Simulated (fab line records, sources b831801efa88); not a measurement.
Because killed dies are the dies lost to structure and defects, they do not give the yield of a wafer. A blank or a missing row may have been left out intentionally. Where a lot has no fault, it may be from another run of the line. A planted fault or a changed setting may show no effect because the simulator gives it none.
Which of the tools did it? + flow sky130 + 36 wafers sampled from 12 lots at 1 step of a route of 708

== WHAT THE GAUGES READ, wafer by wafer ==
SKY_VIA1_CD_MEAS_12: the cd target is 150 nm.
| lot  | measured     | on        | cd nm (nm)        |
|------|--------------|-----------|-------------------|
| L075 | day 34 09:49 | cd sem-02 | 151.3 152.2 151.0 |
| L077 | day 34 21:37 | cd sem-02 | 151.0 152.2 150.8 |
| L079 | day 35 13:31 | cd sem-02 | 149.2 149.8 150.0 |
| L081 | day 36 17:44 | cd sem-01 | 151.5 151.1 149.4 |
| L083 | day 36 20:32 | cd sem-01 | 148.7 147.8 148.8 |
| L085 | day 37 10:00 | cd sem-02 | 150.6 150.9 151.0 |
| L087 | day 38 07:48 | cd sem-01 | 150.5 154.1 150.8 |
| L089 | day 38 16:48 | cd sem-02 | 151.4 150.1 149.5 |
| L091 | day 39 09:24 | cd sem-02 | 145.6 147.2 145.4 |
| L093 | day 39 17:17 | cd sem-02 | 149.9 151.9 150.0 |
| L095 | day 40 10:45 | cd sem-02 | 150.5 150.0 150.5 |
| L097 | day 40 21:56 | cd sem-02 | 146.8 148.1 146.6 |

== WHAT TOOL EACH LOT RAN ON (gives the tool, then ch and the chambers of the sampled wafers, and finally the start) ==
The record holds no process step before these readings.

== THE ANSWER, worked out from the rows above alone ==
Rule: the usual values come from the lots themselves. Put in order of their means at a reading, lots are off if they are a third of the lots or fewer, leave a main group of 4 or more, and stand apart from it by a gap of 3 or more times the standard deviation of the main group's means; of several such gaps the widest counts. The tables above print the reading to a certain number of digits; a main group whose means all agree to those digits is not used. Also off: a lot with no number at a reading for which 4 or more lots have one. Where the step has rows for the other lots, those lots are counted as sound.
No lot is off at any reading shown: from this, nothing can be told.

== WHAT THE SIMULATOR HAD PUT IN ==
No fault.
